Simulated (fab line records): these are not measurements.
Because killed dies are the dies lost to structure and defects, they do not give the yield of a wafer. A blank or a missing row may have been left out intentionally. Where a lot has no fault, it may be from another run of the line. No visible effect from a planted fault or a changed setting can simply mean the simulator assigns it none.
Which of the tools did it? ; flow sky130 ; Sampling: 7 lots, 21 wafers, 2 of 708 route steps

== WHAT THE GAUGES SHOWED, per wafer ==
SKY_POLY_GATE_CD_MEAS_13: target cd 150 nm.
lot;measured;on;cdNm (nm)
L134;day 17 06:54;cdSem-02;150.2 149.9 149.8
L137;day 17 16:38;cdSem-02;149.2 149.1 149.9
L140;day 19 08:05;cdSem-01;149.3 106.7 149.6
L147;day 21 18:58;cdSem-02;150.6 150.8 151.9
L150;day 23 04:25;cdSem-02;147.4 147.7 147.5
L151;day 23 17:52;cdSem-01;152.2 152.4 153.4
L155;day 24 10:50;cdSem-02;149.4 150.0 150.6

== WHICH TOOL RAN EACH LOT (tool, then ch and the chambers of the sampled wafers, then the start) ==
lot;SKY_POLY_GATE_EXPOSE_10
L134;krfScanner-02 ch 0, day 16 16:21
L137;krfScanner-01 ch 0, day 17 02:05
L140;krfScanner-01 ch 0, day 18 17:20
L147;krfScanner-01 ch 0, day 21 04:23
L150;krfScanner-01 ch 0, day 22 13:08
L151;krfScanner-01 ch 0, day 23 02:54
L155;krfScanner-01 ch 0, day 23 19:49
- SKY_POLY_GATE_EXPOSE_10: exposes mask P1M, target cd 150 nm.

== THE ANSWER, worked out from the rows above alone ==
Rule: the lots themselves supply what counts as usual. The widest of any qualifying gaps counts: lots, ordered by their means at a reading, are off when they make up no more than a third of the lots, leave a main group of 4 or more, and stand apart from it by 3 or more times the standard deviation of that group's means. If all means in a main group match to the digits the tables above print for the reading, that group is not used. A lot without any number at a reading at which 4 lots or more have one is off too. Where the step has rows for the other lots, those lots are counted as sound.
Off, at SKY_POLY_GATE_CD_MEAS_13 on cdNm: L140. Main group: mean 150.1 nm, sd 1.6.
A tool fits if, at a process step before that reading, it ran every lot that is off, and no sound lot after the first of them. Gauges at SKY_POLY_GATE_CD_MEAS_13: tried the same way as those tools. None of those tried fits.

== WHAT THE SIMULATOR HAD PUT IN ==
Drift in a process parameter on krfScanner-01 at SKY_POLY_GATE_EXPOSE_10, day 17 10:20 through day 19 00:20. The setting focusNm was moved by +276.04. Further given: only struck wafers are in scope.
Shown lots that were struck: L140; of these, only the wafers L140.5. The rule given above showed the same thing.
